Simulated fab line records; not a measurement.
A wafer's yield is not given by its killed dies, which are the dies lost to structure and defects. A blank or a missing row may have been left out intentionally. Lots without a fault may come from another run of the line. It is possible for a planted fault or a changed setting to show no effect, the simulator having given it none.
Which tool is to blame?    flow sky130    11 lots, 33 wafers sampled, at 5 steps of a route of 708

WHAT THE GAUGES READ, wafer by wafer
SKY_VT_ADJUST_HVTR_CD_MEAS_07: target cd 380 nm.
lot   measured      on        cdNm (nm)
L341  day 9 10:04   cdSem-01  377.9 377.2 378.9
L342  day 10 12:14  cdSem-02  381.9 381.8 383.3
L346  day 10 16:07  cdSem-01  382.6 383.7 383.6
L347  day 11 00:57  cdSem-01  384.6 385.1 383.7
L352  day 12 13:19  cdSem-01  380.7 381.8 378.1
L357  day 14 10:22  cdSem-01  382.0 381.1 379.5
L358  day 14 18:33  cdSem-01  381.7 379.9 381.4
L360  day 15 09:16  cdSem-01  383.3 384.4 385.9
L361  day 16 01:01  cdSem-01  380.2 381.8 379.5
L362  day 16 23:43  cdSem-02  380.4 382.3 381.3
L363  day 17 12:31  cdSem-02  378.3 377.5 377.8

SKY_VT_ADJUST_HVTR_OVL_MEAS_08.
lot   measured      on          VT_ADJUST_HVTR_OVL (nm)
L341  day 9 10:11   overlay-02  1.7 1.9 -0.1
L342  day 10 12:20  overlay-02  1.2 0.7 1.5
L346  day 10 16:13  overlay-01  1.1 2.4 0.6
L347  day 11 01:02  overlay-02  2.2 -0.7 0.4
L352  day 12 13:26  overlay-01  0.5 -1.5 0.8
L357  day 14 10:29  overlay-01  -0.9 0.1 -0.8
L358  day 14 18:38  overlay-01  0.4 -0.6 0.7
L360  day 15 09:23  overlay-02  0.1 -0.5 1.5
L361  day 16 01:08  overlay-02  0.2 0.6 0.3
L362  day 16 23:50  overlay-01  -1.1 -0.8 -0.7
L363  day 17 12:38  overlay-01  -0.1 0.1 -0.6

SKY_SONOS_ONO_THK_MEAS_01.
lot   measured      on            SONOS_ONO_OXIDATION_THK (nm)
L341  day 11 14:20  filmMetro-01  2.67 2.61 2.53
L342  day 12 13:59  filmMetro-02  2.53 2.58 2.54
L346  day 12 19:00  filmMetro-02  2.69 2.68 2.71
L347  day 13 05:06  filmMetro-01  2.57 2.55 2.59
L352  day 14 18:52  filmMetro-03  2.54 2.58 2.55
L357  day 16 22:40  filmMetro-02  2.10 2.08 2.18
L358  day 17 05:31  filmMetro-02  2.21 2.12 2.14
L360  day 17 20:25  filmMetro-02  2.54 2.58 2.51
L361  day 18 13:48  filmMetro-02  2.61 2.57 2.59
L362  day 19 14:36  filmMetro-03  2.57 2.53 2.60
L363  day 20 06:40  filmMetro-01  2.61 2.61 2.71

WHICH TOOL RAN EACH LOT (tool, then ch and the chambers of the sampled wafers, then the start)
lot   SKY_VT_ADJUST_LVTN_STRIP_09          SKY_SONOS_ONO_OXIDATION_00
L341  plasmaAsher-02 ch 0,1, day 6 22:22   furnace-02 ch 0, day 11 12:59
L342  plasmaAsher-02 ch 1, day 7 20:43     furnace-01 ch 0, day 12 12:38
L346  plasmaAsher-02 ch 0,1, day 8 00:56   furnace-02 ch 0, day 12 17:38
L347  plasmaAsher-03 ch 0,1, day 8 08:08   furnace-02 ch 0, day 13 03:44
L352  plasmaAsher-02 ch 0,1, day 9 14:53   furnace-02 ch 0, day 14 17:31
L357  plasmaAsher-02 ch 0,1, day 11 08:23  furnace-02 ch 0, day 16 21:19
L358  plasmaAsher-02 ch 0,1, day 11 15:05  furnace-02 ch 0, day 17 04:10
L360  plasmaAsher-04 ch 0,1, day 12 02:58  furnace-01 ch 0, day 17 19:04
L361  plasmaAsher-04 ch 0,1, day 12 17:30  furnace-01 ch 0, day 18 12:27
L362  plasmaAsher-02 ch 0,1, day 13 14:24  furnace-02 ch 0, day 19 13:16
L363  plasmaAsher-02 ch 0,1, day 14 01:21  furnace-01 ch 0, day 20 05:20
- SKY_VT_ADJUST_LVTN_STRIP_09: strips in O2/N2.
- SKY_SONOS_ONO_OXIDATION_00: stabilise 600 s, purge 300 s, target thk 2.6 nm.

WHAT THE TOOLS THEMSELVES READ (means of the sampled wafers that have a number; where no wafer has one, the mark that the record gives instead)
SKY_VT_ADJUST_LVTN_STRIP_09.
lot   tool            drypumpMotorCurrentA (A)  oesProductAu (a.u.)  stripTimeToEndpointS (s)
L341  plasmaAsher-02  5.4                       0.722                36.86
L342  plasmaAsher-02  4.9                       0.726                36.87
L346  plasmaAsher-02  5.4                       0.724                36.88
L347  plasmaAsher-03  6.2                       0.724                36.79
L352  plasmaAsher-02  5.2                       0.720                36.82
L357  plasmaAsher-02  5.5                       0.721                36.92
L358  plasmaAsher-02  5.4                       0.721                37.04
L360  plasmaAsher-04  6.3                       0.722                36.93
L361  plasmaAsher-04  6.3                       0.724                36.97
L362  plasmaAsher-02  5.2                       0.717                36.91
L363  plasmaAsher-02  5.2                       0.722                36.77

SKY_SONOS_ONO_OXIDATION_00.
lot   tool        spikeTcBottomC (C)  spikeTcCentreC (C)  spikeTcLowerC (C)  spikeTcTopC (C)  spikeTcUpperC (C)  tubeCenterTempC (C)  tube_center_temp_C_max  zonePowerCentrePct (%)  zonePowerUpperPct (%)
L341  furnace-02  821                 798.8               801.8              807.9            801.0              800                  801.9                   15.0                    14.52
L342  furnace-01  813                 799.7               799.3              811.2            799.2              800                  802.2                   14.2                    14.37
L346  furnace-02  822                 797.8               801.5              808.1            800.2              800                  802.1                   14.9                    14.45
L347  furnace-02  822                 798.9               801.3              807.5            801.1              800                  802.0                   15.1                    14.28
L352  furnace-02  822                 798.5               800.4              808.5            800.1              800                  801.9                   14.9                    14.47
L357  furnace-02  811                 786.6               789.0              796.4            789.6              788                  790.2                   14.5                    14.08
L358  furnace-02  811                 786.1               789.8              797.6            789.6              788                  790.4                   14.6                    14.03
L360  furnace-01  814                 799.8               799.0              812.5            798.6              800                  801.8                   14.2                    14.43
L361  furnace-01  813                 800.2               800.0              811.1            799.3              800                  802.0                   14.3                    14.32
L362  furnace-02  822                 798.3               802.1              808.1            801.9              800                  802.3                   14.9                    14.52
L363  furnace-01  814                 800.7               799.0              811.7            799.7              800                  802.1                   14.0                    14.26

THE ANSWER, worked out from the rows above alone
Rule: what is usual is taken from the lots themselves. Put in order of their means at a reading, lots are off if they are a third of the lots or fewer, leave a main group of 4 or more, and stand apart from it by a gap of 3 or more times the standard deviation of the main group's means; of several such gaps the widest counts. A main group whose means are all the same, to the digits that the tables above print for the reading, isn't used. A lot without any number at a reading at which 4 lots or more have one is off too. Where the step has rows for the other lots, those lots are counted as sound. Order of review: gauges by route order, followed by the tools' own readings, for which a lot's mean as printed above is used. At the first step where some lot is off, the reading lying furthest off is the one used; lots without a number count as furthest.
Off: at SKY_SONOS_ONO_THK_MEAS_01 (SONOS_ONO_OXIDATION_THK), L357, L358. The main group: mean 2.59 nm, standard deviation 0.047.
A tool fits if, at a process step before that reading, it ran every lot that is off, and no sound lot after the first of them. Not tried: the gauges at SKY_SONOS_ONO_THK_MEAS_01; whatever is off there is also off at SKY_SONOS_ONO_OXIDATION_00, on other tools, and gauge error can't account for it. No candidate that was tried fits.

WHAT THE SIMULATOR PUT IN
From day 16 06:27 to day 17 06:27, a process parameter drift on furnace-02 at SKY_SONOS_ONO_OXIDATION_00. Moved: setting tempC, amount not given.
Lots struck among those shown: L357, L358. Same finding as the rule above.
